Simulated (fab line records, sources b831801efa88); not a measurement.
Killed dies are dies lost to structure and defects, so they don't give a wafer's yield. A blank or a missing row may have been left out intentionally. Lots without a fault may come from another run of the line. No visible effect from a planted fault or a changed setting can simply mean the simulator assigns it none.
What tool caused it?	flow gf180mcu	36 wafers from 12 lots sampled at 6 of the route's 602 steps

== WHAT THE GAUGES SHOWED, per wafer ==
GF_POLY_GATE_CD_MEAS_18. Usual: cd-nm 280.3 nm, standard deviation 1.7.
lot	measured	on	cd-nm (nm)	flag
L793	day 9 10:47	cd-sem-01	281.4 281.8 283.7	
L797	day 10 14:49	cd-sem-02	281.2 281.8 281.8	
L796	day 10 14:59	cd-sem-02	281.1 280.0 280.2	
L798	day 10 22:54	cd-sem-02	280.4 280.1 280.7	
L800	day 11 14:46	cd-sem-02	280.0 277.3 278.5	
L802	day 12 00:44	cd-sem-01	280.0 280.9 280.5	
L806	day 13 03:53	cd-sem-01	279.3 279.8 279.3	
L809	day 13 20:24	cd-sem-01	280.1 280.8 280.5	
L811	day 14 12:42	cd-sem-01	282.2 282.3 280.2	
L814	day 15 07:39	cd-sem-01	281.5 283.3 282.4	
L815	day 15 17:08	cd-sem-01	280.6 281.4 281.4	
L816	day 16 03:18	cd-sem-01	282.6 280.2 279.7	

GF_HV_LDD_CD_MEAS_19 targets a cd of 400 nm. Usual: cd-nm 400.1 nm, standard deviation 2.
lot	measured	on	cd-nm (nm)	flag
L793	day 10 20:08	cd-sem-02	399.3 398.6 400.7	
L797	day 12 02:37	cd-sem-01	397.5 397.4 398.1	
L796	day 12 02:52	cd-sem-02	399.7 398.9 399.8	
L798	day 12 11:17	cd-sem-02	401.2 398.7 400.9	
L800	day 13 05:07	cd-sem-02	398.5 398.1 397.9	
L802	day 13 16:10	cd-sem-02	405.6 402.2 401.1	
L806	day 14 21:16	cd-sem-02	398.1 396.0 398.6	
L809	day 15 14:10	cd-sem-02	- - -	OFF
L811	day 16 08:25	cd-sem-02	- - -	OFF
L814	day 17 04:52	cd-sem-01	401.7 402.6 404.8	
L815	day 17 14:25	cd-sem-02	402.3 402.5 400.0	
L816	day 18 01:28	cd-sem-01	398.8 396.3 400.6	

GF_HV_LDD_OVL_MEAS_20. Usual: for HV_LDD_01_OVL the level is -1.5 nm and the standard deviation is 1.5.
lot	measured	on	HV_LDD_01_OVL (nm)	flag
L793	day 10 20:15	overlay-01	-1.2 -3.3 -2.1	
L797	day 12 02:44	overlay-01	-2.1 -1.0 0.7	
L796	day 12 02:59	overlay-02	-2.6 -2.1 -3.0	
L798	day 12 11:24	overlay-01	0.0 0.7 0.7	
L800	day 13 05:14	overlay-01	-2.3 -1.9 -1.6	
L802	day 13 16:17	overlay-02	-1.1 1.0 0.2	
L806	day 14 21:23	overlay-01	-1.0 -2.5 -2.3	
L809	day 15 14:17	overlay-02	- - -	OFF
L811	day 16 08:30	overlay-02	- - -	OFF
L814	day 17 04:57	overlay-01	-2.2 -2.6 -3.3	
L815	day 17 14:32	overlay-01	-1.5 -3.5 -3.0	
L816	day 18 01:35	overlay-02	-0.7 -0.7 -0.3	

GF_HV_LDD_TW_MEAS_23. Usual: for HV_LDD_2_TW the level is 1053 and the standard deviation is 4.2.
lot	measured	on	HV_LDD_2_TW	flag
L793	day 10 20:32	film-metro-01	1051 1048 1054	
L797	day 12 03:02	film-metro-01	1054 1051 1043	
L796	day 12 03:16	film-metro-04	1053 1054 1051	
L798	day 12 11:41	film-metro-01	1050 1049 1051	
L800	day 13 05:32	film-metro-03	1052 1054 1060	
L802	day 13 16:35	film-metro-01	1059 1059 1049	
L806	day 14 21:41	film-metro-04	1058 1051 1058	
L809	day 15 14:35	film-metro-04	30 30 30	OFF
L811	day 16 08:47	film-metro-04	30 30 30	OFF
L814	day 17 05:15	film-metro-03	1051 1047 1050	
L815	day 17 14:50	film-metro-01	1055 1050 1052	
L816	day 18 01:52	film-metro-03	1051 1058 1046	

GF_HV_LDD_OVL_MEAS_32. Usual: for HV_LDD_02_OVL the level is 0.2 nm and the standard deviation is 1.3.
lot	measured	on	HV_LDD_02_OVL (nm)	flag
L793	day 11 14:14	overlay-02	-0.5 0.0 -0.6	
L797	day 12 21:37	overlay-02	0.2 0.5 -0.3	
L796	day 12 21:53	overlay-01	2.0 0.3 0.6	
L798	day 13 06:45	overlay-02	0.4 1.6 0.0	
L800	day 14 02:20	overlay-02	0.1 -0.1 2.2	
L802	day 14 13:26	overlay-02	-0.4 0.6 0.4	
L806	day 15 19:11	overlay-01	2.8 1.1 1.1	
L809	day 16 13:05	overlay-01	-1.1 -0.4 -1.0	
L811	day 17 07:14	overlay-01	2.3 0.2 -1.6	
L814	day 18 04:21	overlay-01	0.4 -1.1 -2.4	
L815	day 18 14:02	overlay-02	2.0 1.2 2.6	
L816	day 19 01:56	overlay-01	-0.1 -1.1 -0.6	

== TOOL THAT RAN EACH LOT (tool first, then ch and the chambers of the sampled wafers, then the start) ==
lot	GF_HV_LDD_DEVELOP_18
L793	litho-track-01 ch 0, day 10 20:00
L797	litho-track-03 ch 0, day 12 02:28
L796	litho-track-02 ch 0, day 12 02:43
L798	litho-track-01 ch 0, day 12 11:09
L800	litho-track-01 ch 0, day 13 04:58
L802	litho-track-03 ch 0, day 13 16:01
L806	litho-track-01 ch 0, day 14 21:07
L809	litho-track-01 ch 0, day 15 14:01
L811	litho-track-01 ch 0, day 16 08:16
L814	litho-track-03 ch 0, day 17 04:43
L815	litho-track-03 ch 0, day 17 14:16
L816	litho-track-02 ch 0, day 18 01:19
- GF_HV_LDD_DEVELOP_18: develop time 60 s.

== AS READ BY THE TOOLS THEMSELVES (means over the sampled wafers that have a number; for cases with no such wafer, the mark the record gives instead) ==
GF_HV_LDD_DEVELOP_18. Usual: exhaust-pa 44.9 Pa, standard deviation 0.87.
lot	tool	exhaust-pa (Pa)	flag
L793	litho-track-01	44.9	
L797	litho-track-03	44.4	
L796	litho-track-02	44.3	
L798	litho-track-01	45.4	
L800	litho-track-01	44.3	
L802	litho-track-03	43.9	
L806	litho-track-01	44.1	
L809	litho-track-01	45.3	
L811	litho-track-01	45.1	
L814	litho-track-03	44.4	
L815	litho-track-03	44.6	
L816	litho-track-02	45.6	

== THE ANSWER, worked out from the rows above alone ==
Rule: take the mean of a lot's wafers that have a number; if it is more than 3 standard deviations from the usual mean, the lot is off. A lot without any number at a reading at which 4 lots or more have one is off too. Any other lot the step has rows for is counted as sound. The gauges are gone through in route order, then the tools' own readings, and for those a lot's mean is taken as printed above. The first step at which some lot is off is used, and at that step the reading that is off furthest; a lot without a number counts as furthest.
Off: L809, L811, at GF_HV_LDD_CD_MEAS_19 (cd-nm). Without a number there: L809, L811.
If a tool, at a process step before that reading, ran all the lots that are off and no sound lot after the first of them, it fits. Not tried: the gauges at GF_HV_LDD_CD_MEAS_19; whatever is off there is also off at GF_HV_LDD_OVL_MEAS_20, on other tools, and gauge error can't account for it. One candidate fits, namely litho-track-01 at GF_HV_LDD_DEVELOP_18. A fault onset in the window from L806 (day 14 21:07, its last sound lot) to L809 (day 15 14:01, its first lot off) fits.

== WHAT THE SIMULATOR HAD INSERTED ==
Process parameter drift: litho-track-01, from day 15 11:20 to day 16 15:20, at GF_HV_LDD_DEVELOP_18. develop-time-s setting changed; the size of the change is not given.
Lots struck among those shown: L809, L811. The rule given above showed the same thing.
